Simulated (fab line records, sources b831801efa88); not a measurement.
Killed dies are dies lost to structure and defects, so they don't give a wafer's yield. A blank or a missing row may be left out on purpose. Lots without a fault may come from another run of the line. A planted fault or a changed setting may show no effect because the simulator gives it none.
fab line records | flow sfq_line
record lots=6 wafers=18 last_day=90
route steps=325 shown R5@216 I5@228 C5@240 M6@251
lots that met no fault: from a run of the same line without faults
start_h: hours from the record's first day to the start of the lot's first wafer shown | wait_h: hours since the lot's step before | " the same as in the row above | L1.1+2: a row that stands for several wafers | - no value, or no start given | * or withheld: withheld | < > ~ a bound
route shown NAME@n: a module of which the file shows steps, and the number in the route of the first | usual: mean/standard deviation of fault-free wafers | same: alike in all rows | chamber/n: place in a boat | sites: the reading at each site | _std_site: their standard deviation | _edge_site: outer sites' mean less inner sites' | radius_mm: how far each site lies from the wafer's centre | mask NAME#n: copy n | behind: the tool/chamber that last shaped the wafer | hold: why the lot was held/for how many hours/how that ended | device: the transistor (n, p or np) that didn't switch | end of line: the same wafers' tests at the end of the route | a step without rows: its recipe alone | killed: dies lost to structure and defects at the first sort, not the wafer's yield | map: a wafer's dies, x killed, . not, _ none there
set.NAME: the setting as run; set.NAME@STEP: as run at that earlier step | model.NAME: the simulator's own value behind a step, which no gauge read
lots at some steps of the route; a table a step, a row a wafer
services: from which hour (start_h, from the record's first day; less than 0 if before it) a tool's chamber was out of use, for how many hours, and why
## steps
# step SFQ_R5_THK_MEAS_934
# recipe thk_meas_gauge=xrf reads=MoNx_of_TRILAYER_R5_DEP_SPUTTER_133
# usual R5_MONX_THK=39.6/0.47
# columns lot.wafer tool chamber start_h wait_h R5_MONX_THK[nm]
L553.2 film_metro-02 - 1332.01 0.1 40.3
L553.4 " - " " 40.4
L553.6 " - " " 40.5
L558.1 film_metro-01 - 1352.84 0.1 40.0
L558.5 " - " " 39.8
L558.6 " - " " 39.2
L561.1 film_metro-02 - 1367.10 0.1 39.8
L561.3 " - " " 40.2
L561.4 " - " " 40.1
L562.4 film_metro-02 - 1370.21 0.1 39.4
L562.5 " - " " 39.1
L562.6 " - " " 38.9
L563.1 film_metro-01 - 1372.84 0.1 39.6
L563.2 " - " " 39.7
L563.6 " - " " 39.3
L566.1 film_metro-02 - 1410.02 0.1 40.5
L566.4 " - " " 40.2
L566.6 " - " " 40.4
# step SFQ_TRILAYER_R5_LITHO_COAT_141
# recipe resist=BARC spin_rpm=3000 resist_thk_nm=62
# step SFQ_TRILAYER_R5_LITHO_COAT_136
# recipe resist=KrF spin_rpm=3000 resist_thk_nm=600
# step SFQ_TRILAYER_R5_LITHO_SOFTBAKE_140
# recipe temp_c=withheld time_s=withheld resist=KrF
# step SFQ_TRILAYER_R5_LITHO_EXPOSE_137
# recipe mask_id=R5 na=0.6 source_shape=conventional sigma_outer=0.65 target_cd_nm=500 dose_mj=14.4
# step SFQ_TRILAYER_R5_LITHO_PEB_139
# recipe peb_temp_c=115 peb_time_s=60 resist=KrF
# step SFQ_TRILAYER_R5_LITHO_DEVELOP_138
# recipe time_s=60 resist=KrF
# step SFQ_R5_OVL_MEAS_935
# usual R5_OVL=3/4.6
# columns lot.wafer tool chamber start_h wait_h R5_OVL[nm]
L553.2 overlay-02 - 1471.93 0.1 -4
L553.4 " - " " -4
L553.6 " - " " -2
L558.1 overlay-01 - 1488.52 0.1 1
L558.5 " - " " 8
L558.6 " - " " 0
L561.1 overlay-02 - 1499.32 0.1 1
L561.3 " - " " 11
L561.4 " - " " 10
L562.4 overlay-01 - 1504.14 0.1 3
L562.5 " - " " 1
L562.6 " - " " 3
L563.1 overlay-01 - 1505.32 0.1 1
L563.2 " - " " -4
L563.6 " - " " -6
L566.1 overlay-01 - 1538.92 0.1 -2
L566.4 " - " " -3
L566.6 " - " " 0
# step SFQ_TRILAYER_R5_BARC_OPEN_METAL_ETCH_177
# recipe mask_material=PR chemistry=O2 target_depth_nm=125 target=BARC icp_w=600 bias_w=80 pressure_mtorr=10 time_s=41.7
# usual bias_w=80.01/0.22 drypump_motor_current_A=5.36/0.23 oes_product_au=0.685/0.0044
# columns lot.wafer tool chamber start_h wait_h bias_w drypump_motor_current_A oes_product_au rf_hours_counter_h
L553.2 rie_metal-04 0 1471.96 0.0 79.94 5.06 0.687 60
L553.4 " 0 " " 79.84 5.07 0.683 -
L553.6 " 1 " " 79.96 5.32 0.691 -
L558.1 rie_metal-03 0 1488.56 0.0 80.04 5.25 0.690 39
L558.5 " 0 " " 80.19 5.24 0.685 -
L558.6 " 0 " " 79.69 5.24 0.681 -
L561.1 rie_metal-04 1 1499.36 0.0 79.56 5.28 0.689 26
L561.3 " 1 " " 79.91 5.30 0.678 -
L561.4 " 0 " " 79.78 5.05 0.687 -
L562.4 rie_metal-04 1 1504.18 0.0 80.04 5.29 0.681 -
L562.5 " 1 " " 80.16 5.31 0.689 -
L562.6 " 0 " " 80.27 5.05 0.687 -
L563.1 rie_metal-03 1 1505.36 0.0 79.94 5.53 0.681 1
L563.2 " 0 " " 80.20 5.25 0.681 42
L563.6 " 1 " " 79.98 5.52 0.691 -
L566.1 rie_metal-01 1 1538.96 0.0 79.98 5.36 0.687 106
L566.4 " 1 " " 79.89 5.38 0.689 -
L566.6 " 0 " " 80.10 5.84 0.686 -
# step SFQ_TRILAYER_R5_ETCH_METAL_ETCH_139
# recipe stop_on=SiO2 mask_material=PR chemistry=Cl2 target_depth_nm=60 icp_w=600 bias_w=80 pressure_mtorr=10 time_s=40
# step SFQ_TRILAYER_R5_STRIP_STRIP_140
# recipe gas=O2 power_w=200 platen_temp_c=40 overash_fraction=0.65 chemistry=O2 pressure_mtorr=50
# usual drypump_motor_current_A=5.36/0.23 oes_product_au=0.999/0.013
# same overash_fraction=0.65
# columns lot.wafer tool chamber start_h wait_h drypump_motor_current_A oes_product_au rf_hours_counter_h
L553.2 rie_metal-04 0 1472.08 0.0 5.03 1.005 61
L553.4 " 0 " " 5.04 1.003 -
L553.6 " 1 " " 5.29 0.987 -
L558.1 rie_metal-03 0 1488.80 0.1 5.22 0.993 39
L558.5 " 0 " " 5.23 0.997 -
L558.6 " 0 " " 5.23 0.992 -
L561.1 rie_metal-04 1 1499.48 0.0 5.30 0.981 27
L561.3 " 1 " " 5.29 0.976 -
L561.4 " 0 " " 5.10 0.992 -
L562.4 rie_metal-04 1 1504.48 0.2 5.31 0.986 -
L562.5 " 1 " " 5.31 0.995 -
L562.6 " 0 " " 5.04 1.014 -
L563.1 rie_metal-03 1 1505.48 0.0 5.53 1.007 1
L563.2 " 0 " " 5.23 1.004 42
L563.6 " 1 " " 5.51 1.009 -
L566.1 rie_metal-01 1 1539.08 0.0 5.37 1.018 107
L566.4 " 1 " " 5.39 1.015 -
L566.6 " 0 " " 5.84 0.988 -
# step SFQ_TRILAYER_R5_STRIP_SOLV_CLEAN_141
# recipe chemistry=NMP temp_c=70 time_s=600
# step SFQ_TRILAYER_A5C_DEP_PECVD_142
# recipe material=SiO2 temp_c=150 time_s=15.556 pressure_torr=2.4 rf_w=183.3 precursor=SiH4/N2O target_thk_nm=70
# usual chamber_pressure_Torr=2.400/0.0049 heater_power_w=82/14 showerhead_vpp_V=833/24 susceptor_temp_C=149.97/0.14 throttle_valve_pct=26.1/1.2
# columns lot.wafer tool chamber start_h wait_h chamber_pressure_Torr heater_power_w showerhead_vpp_V susceptor_temp_C throttle_valve_pct model.SiO2_of_TRILAYER_A5C_DEP_PECVD_142.thk_nm
L553.2 pecvd-01 0 1472.85 0.0 2.401 75 835 149.87 26.1 70.14
L553.4 " 0 " " 2.400 77 838 150.02 26.2 70.88
L553.6 " 1 " " 2.397 76 826 150.10 27.4 71.56
L558.1 pecvd-04 0 1490.19 0.0 2.411 100 818 149.93 24.5 70.38
L558.5 " 1 " " 2.394 67 860 149.87 26.5 71.72
L558.6 " 2 " " 2.404 73 837 149.72 25.6 70.53
L561.1 pecvd-04 1 1500.25 0.0 2.406 70 848 - 26.5 55.69
L561.3 " 0 " " 2.402 102 799 - 24.5 57.16
L561.4 " 1 " " 2.396 69 840 - 26.2 56.49
L562.4 pecvd-01 2 1505.31 0.0 2.400 106 817 149.79 26.7 71.26
L562.5 " 0 " " 2.398 79 840 149.96 26.0 70.37
L562.6 " 1 " " 2.400 75 831 149.97 27.5 71.24
L563.1 pecvd-04 0 1506.25 0.0 2.396 90 815 - 24.7 55.23
L563.2 " 1 " " 2.403 61 834 - 26.5 55.05
L563.6 " 0 " " 2.399 88 809 - 24.8 56.38
L566.1 pecvd-01 1 1539.85 0.0 2.407 79 820 149.84 27.8 70.56
L566.4 " 0 " " 2.394 78 843 149.82 26.4 70.08
L566.6 " 2 " " 2.400 110 803 150.07 26.6 70.49
# step SFQ_TRILAYER_I5_LITHO_COAT_149
# recipe resist=BARC spin_rpm=3000 resist_thk_nm=62
# step SFQ_TRILAYER_I5_LITHO_COAT_144
# recipe resist=KrF spin_rpm=3000 resist_thk_nm=650
# step SFQ_TRILAYER_I5_LITHO_SOFTBAKE_148
# recipe temp_c=withheld time_s=withheld resist=KrF
# step SFQ_TRILAYER_I5_LITHO_EXPOSE_145
# recipe mask_id=I5 na=0.6 source_shape=conventional sigma_outer=0.65 target_cd_nm=700 dose_mj=21.3
# step SFQ_TRILAYER_I5_LITHO_PEB_147
# recipe peb_temp_c=115 peb_time_s=60 resist=KrF
# step SFQ_TRILAYER_I5_LITHO_DEVELOP_146
# recipe time_s=60 resist=KrF
# step SFQ_I5_OVL_MEAS_936
# usual I5_OVL=-3/5.9
# columns lot.wafer tool chamber start_h wait_h I5_OVL[nm]
L553.2 overlay-02 - 1595.75 0.1 -5
L553.4 " - " " -6
L553.6 " - " " -7
L558.1 overlay-01 - 1611.14 0.1 4
L558.5 " - " " 0
L558.6 " - " " 0
L561.1 overlay-01 - 1619.54 0.1 -10
L561.3 " - " " 2
L561.4 " - " " -4
L562.4 overlay-01 - 1624.35 0.1 -7
L562.5 " - " " -7
L562.6 " - " " -4
L563.1 overlay-01 - 1625.54 0.1 1
L563.2 " - " " 3
L563.6 " - " " 4
L566.1 overlay-01 - 1649.54 0.1 2
L566.4 " - " " -4
L566.6 " - " " -3
# step SFQ_TRILAYER_I5_BARC_OPEN_VIA_ETCH_200
# recipe mask_material=PR chemistry=O2 target_depth_nm=125 target=BARC source_w=500 bias_w=80 pressure_mtorr=30 time_s=41.7
# usual bias_w=79.99/0.24 drypump_motor_current_A=6.0/0.54 oes_product_au=0.686/0.0048
# columns lot.wafer tool chamber start_h wait_h bias_w drypump_motor_current_A oes_product_au rf_hours_counter_h
L553.2 rie_diel-01 0 1595.78 0.0 80.23 6.1 0.679 10
L553.4 " 1 " " 79.86 6.7 0.686 4
L553.6 " 0 " " 80.39 6.0 0.684 -
L558.1 rie_diel-03 2 1611.17 0.0 79.65 5.8 0.689 6
L558.5 " 2 " " 79.93 5.8 0.683 -
L558.6 " 0 " " 79.73 6.4 0.676 -
L561.1 rie_diel-01 1 1619.57 0.0 80.20 6.7 0.686 5
L561.3 " 0 " " 80.01 6.0 0.690 10
L561.4 " 1 " " 79.96 6.7 0.684 -
L562.4 rie_diel-03 3 1624.37 0.0 80.01 6.7 0.672 11
L562.5 " 1 " " 79.59 5.7 0.687 -
L562.6 " 2 " " 79.75 5.8 0.690 -
L563.1 rie_diel-04 0 1625.57 0.0 79.96 5.2 0.696 6
L563.2 " 3 " " 80.18 5.8 0.689 12
L563.6 " 3 " " 80.15 5.7 0.682 -
L566.1 rie_diel-04 2 1649.57 0.0 79.93 6.2 0.682 6
L566.4 " 0 " " 80.01 5.2 0.684 7
L566.6 " 0 " " 79.81 5.2 0.686 -
# step SFQ_TRILAYER_I5_ETCH_VIA_ETCH_147
# recipe stop_on=Nb mask_material=PR chemistry=CHF3 target_depth_nm=360 source_w=500 bias_w=80 pressure_mtorr=30 time_s=withheld
# step SFQ_TRILAYER_I5_STRIP_STRIP_148
# recipe gas=O2 power_w=200 platen_temp_c=40 overash_fraction=0.65 chemistry=O2 pressure_mtorr=50
# usual drypump_motor_current_A=5.4/0.36 oes_product_au=0.996/0.013
# same overash_fraction=0.65
# columns lot.wafer tool chamber start_h wait_h drypump_motor_current_A oes_product_au rf_hours_counter_h
L553.2 rie_metal-04 0 1595.97 - 5.0 1.007 78
L553.4 " 1 " " 5.3 0.979 -
L553.6 " 0 " " 5.1 0.997 -
L558.1 rie_metal-01 0 1611.46 - 5.8 0.984 94
L558.5 " 1 " " 5.4 1.005 -
L558.6 " 0 " " 5.8 0.981 -
L561.1 rie_metal-02 0 1619.76 - 5.7 0.992 45
L561.3 " 0 " " 5.7 0.980 -
L561.4 " 1 " " 4.7 1.010 -
L562.4 rie_metal-02 1 1624.76 - 4.7 1.018 -
L562.5 " 0 " " 5.7 0.991 -
L562.6 " 1 " " 4.7 1.012 -
L563.1 rie_metal-01 1 1625.76 - 5.4 1.005 119
L563.2 " 0 " " 5.8 0.978 96
L563.6 " 1 " " 5.4 1.000 -
L566.1 rie_metal-01 1 1649.76 - 5.4 1.006 123
L566.4 " 1 " " 5.4 1.009 -
L566.6 " 1 " " 5.4 1.022 -
# step SFQ_TRILAYER_I5_STRIP_SOLV_CLEAN_149
# recipe chemistry=NMP temp_c=70 time_s=600
# step SFQ_TRILAYER_C5_LITHO_COAT_156
# recipe resist=BARC spin_rpm=3000 resist_thk_nm=62
# step SFQ_TRILAYER_C5_LITHO_COAT_151
# recipe resist=KrF spin_rpm=3000 resist_thk_nm=650
# step SFQ_TRILAYER_C5_LITHO_SOFTBAKE_155
# recipe temp_c=withheld time_s=withheld resist=KrF
# step SFQ_TRILAYER_C5_LITHO_EXPOSE_152
# recipe mask_id=C5 na=0.6 source_shape=conventional sigma_outer=0.65 target_cd_nm=500 dose_mj=21.3
# step SFQ_TRILAYER_C5_LITHO_PEB_154
# recipe peb_temp_c=115 peb_time_s=60 resist=KrF
# step SFQ_TRILAYER_C5_LITHO_DEVELOP_153
# recipe time_s=60 resist=KrF
# step SFQ_C5_OVL_MEAS_937
# usual C5_OVL=-1/5.8
# columns lot.wafer tool chamber start_h wait_h C5_OVL[nm]
L553.2 overlay-01 - 1719.57 0.1 -1
L553.4 " - " " -3
L553.6 " - " " -9
L558.1 overlay-02 - 1731.56 0.1 2
L558.5 " - " " 8
L558.6 " - " " 5
L561.1 overlay-01 - 1738.76 0.1 -7
L561.3 " - " " -4
L561.4 " - " " -11
L562.4 overlay-02 - 1739.98 0.1 -4
L562.5 " - " " 0
L562.6 " - " " -8
L563.1 overlay-01 - 1741.16 0.1 -7
L563.2 " - " " 0
L563.6 " - " " -6
L566.1 overlay-01 - 1757.96 0.1 -9
L566.4 " - " " -11
L566.6 " - " " -8
# step SFQ_TRILAYER_C5_BARC_OPEN_VIA_ETCH_210
# recipe mask_material=PR chemistry=O2 target_depth_nm=125 target=BARC source_w=500 bias_w=80 pressure_mtorr=30 time_s=41.7
# usual bias_w=80.02/0.25 drypump_motor_current_A=6.0/0.56 oes_product_au=0.686/0.0047
# columns lot.wafer tool chamber start_h wait_h bias_w drypump_motor_current_A oes_product_au rf_hours_counter_h
L553.2 rie_diel-02 1 1719.60 0.0 79.67 5.8 0.689 10
L553.4 " 0 " " 80.05 5.0 0.691 4
L553.6 " 0 " " 80.26 5.0 0.687 -
L558.1 rie_diel-01 0 1731.60 0.0 79.93 6.0 0.687 13
L558.5 " 0 " " 80.05 6.0 0.694 -
L558.6 " 3 " " 80.04 6.4 0.685 -
L561.1 rie_diel-03 1 1738.80 0.0 80.08 5.7 0.687 5
L561.3 " 2 " " 79.99 5.8 0.683 8
L561.4 " 0 " " 80.64 6.4 0.684 11
L562.4 rie_diel-02 3 1740.02 0.0 80.08 5.6 0.688 -
L562.5 " 1 " " 80.11 5.8 0.691 -
L562.6 " 2 " " 80.03 6.8 0.688 -
L563.1 rie_diel-01 1 1741.20 0.0 79.91 6.7 0.682 8
L563.2 " 3 " " 80.15 6.4 0.677 2
L563.6 " 3 " " 80.10 6.4 0.681 -
L566.1 rie_diel-02 3 1758.00 0.0 79.99 5.6 0.688 3
L566.4 " 2 " " 80.28 6.7 0.676 19
L566.6 " 0 " " 79.83 5.0 0.684 -
# step SFQ_TRILAYER_C5_ETCH_VIA_ETCH_154
# recipe target=SiO2 mask_material=PR chemistry=CHF3 target_depth_nm=84 source_w=500 bias_w=80 pressure_mtorr=30 time_s=withheld stop_on=Nb
# usual bias_w=80.02/0.24 drypump_motor_current_A=6.0/0.57 oes_product_au=0.895/0.0086
# columns lot.wafer tool chamber start_h wait_h bias_w drypump_motor_current_A oes_product_au model.C5.feature_depth_nm model.etch.depth_nm
L553.2 rie_diel-02 1 1719.64 0.0 79.83 5.8 0.897 70.14 70.14
L553.4 " 0 " " 80.13 5.0 0.898 70.88 70.88
L553.6 " 0 " " 80.15 5.0 0.907 71.56 71.56
L558.1 rie_diel-01 0 1731.64 0.0 79.52 6.0 0.894 70.38 70.38
L558.5 " 0 " " 79.78 6.0 0.900 71.72 71.72
L558.6 " 3 " " 80.05 6.4 0.887 70.53 70.53
L561.1 rie_diel-03 1 1738.84 0.0 79.88 5.7 0.782 55.69 55.69
L561.3 " 2 " " 79.94 5.8 0.805 57.16 57.16
L561.4 " 0 " " 79.93 6.3 0.796 56.49 56.49
L562.4 rie_diel-02 3 1740.06 0.0 80.26 5.6 0.900 71.26 71.26
L562.5 " 1 " " 79.35 5.8 0.900 70.37 70.37
L562.6 " 2 " " 79.79 6.7 0.904 71.24 71.24
L563.1 rie_diel-01 1 1741.24 0.0 80.07 6.7 0.777 55.23 55.23
L563.2 " 3 " " 79.52 6.4 0.777 55.05 55.05
L563.6 " 3 " " 79.67 6.4 0.796 56.38 56.38
L566.1 rie_diel-02 3 1758.04 0.0 79.99 5.6 0.894 70.56 70.56
L566.4 " 2 " " 80.13 6.7 0.901 70.08 70.08
L566.6 " 0 " " 80.27 5.0 0.902 70.49 70.49
# step SFQ_TRILAYER_C5_STRIP_STRIP_155
# recipe gas=O2 power_w=200 platen_temp_c=40 overash_fraction=0.65 chemistry=O2 pressure_mtorr=50
# step SFQ_TRILAYER_C5_STRIP_SOLV_CLEAN_156
# recipe chemistry=NMP temp_c=70 time_s=600
# step SFQ_TRILAYER_M6_DEP_PRE_CLEAN_158
# recipe gas=Ar time_s=22.5 bias_v=250
# columns lot.wafer tool chamber start_h wait_h model.SiO2_of_TRILAYER_A5C_DEP_PECVD_142.thk_nm
L553.2 pvd_sputter-03 - 1720.47 0.0 62.64
L553.4 " - " " 63.38
L553.6 " - " " 64.06
L558.1 pvd_sputter-06 - 1732.46 0.0 62.88
L558.5 " - " " 64.22
L558.6 " - " " 63.03
L561.1 pvd_sputter-05 - 1739.66 0.0 48.19
L561.3 " - " " 49.66
L561.4 " - " " 48.99
L562.4 pvd_sputter-03 - 1740.86 0.0 63.76
L562.5 " - " " 62.87
L562.6 " - " " 63.74
L563.1 pvd_sputter-06 - 1742.07 0.0 47.73
L563.2 " - " " 47.55
L563.6 " - " " 48.88
L566.1 pvd_sputter-05 - 1758.87 0.0 63.06
L566.4 " - " " 62.58
L566.6 " - " " 62.99
# step SFQ_TRILAYER_M6_DEP_SPUTTER_157
# recipe material=Nb base_pressure_pa=1.33e-06 chamber_pressure_pa=0.1333 substrate_temp_c=20 target_thk_nm=200 power_w=2000 time_s=133.3
## services
# columns tool chamber start_h hours kind
rie_diel-01 1 1471.99 6.7 repair
rie_diel-03 1 1488.05 18.2 repair
rie_diel-02 1 1488.65 8.1 repair
rie_diel-02 3 1496.43 11.1 repair
rie_metal-03 - 1511.07 2.8 pm
rie_diel-02 3 1522.46 38.1 repair
rie_diel-01 1 1529.06 18.8 repair
rie_diel-01 0 1545.49 31.5 repair
rie_diel-02 0 1550.76 2.6 repair
rie_diel-03 3 1551.08 11.8 repair
rie_diel-02 2 1552.91 9.5 repair
rie_metal-04 - 1559.62 0.7 repair
rie_metal-01 - 1576.38 2.4 repair
rie_diel-02 0 1585.63 6.3 repair
rie_diel-02 3 1590.24 7.5 repair
rie_diel-01 3 1606.08 6.4 repair
rie_diel-02 0 1614.26 3.6 repair
rie_diel-01 2 1621.42 12.0 repair
rie_diel-02 2 1677.48 7.4 repair
rie_diel-02 3 1681.22 2.7 repair
rie_diel-02 0 1726.57 8.0 repair
rie_diel-02 0 1736.33 5.9 repair
rie_diel-01 - 1744.80 0.4 repair
rie_metal-01 - 1750.00 2.8 pm
## key
first_sign step=SFQ_TRILAYER_C5_ETCH_VIA_ETCH_154 reading=oes_product_au direction=down sigmas=12 usual=0.895 struck=0.789
effect none on later readings
model_effect step=SFQ_TRILAYER_A5C_DEP_PECVD_142 value=SiO2_of_TRILAYER_A5C_DEP_PECVD_142.thk_nm without=69.96 struck=56
model_effect step=SFQ_TRILAYER_C5_ETCH_VIA_ETCH_154 value=C5.feature_depth_nm without=69.96 struck=56
model_effect step=SFQ_TRILAYER_M6_DEP_PRE_CLEAN_158 value=SiO2_of_TRILAYER_A5C_DEP_PECVD_142.thk_nm without=62.46 struck=48.5
met_at SFQ_TRILAYER_A5C_DEP_PECVD_142
struck_wafers L561.1,L561.3,L561.4,L563.1,L563.2,L563.6
onset_between 1490.19 1500.25
fault kind=process_parameter_drift tool=pecvd-04 chamber=- onset_h=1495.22 steps=SFQ_TRILAYER_A5C_DEP_PECVD_142 channel=time_s offset=* shape=step end_h=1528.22 acts_in=* stated=*
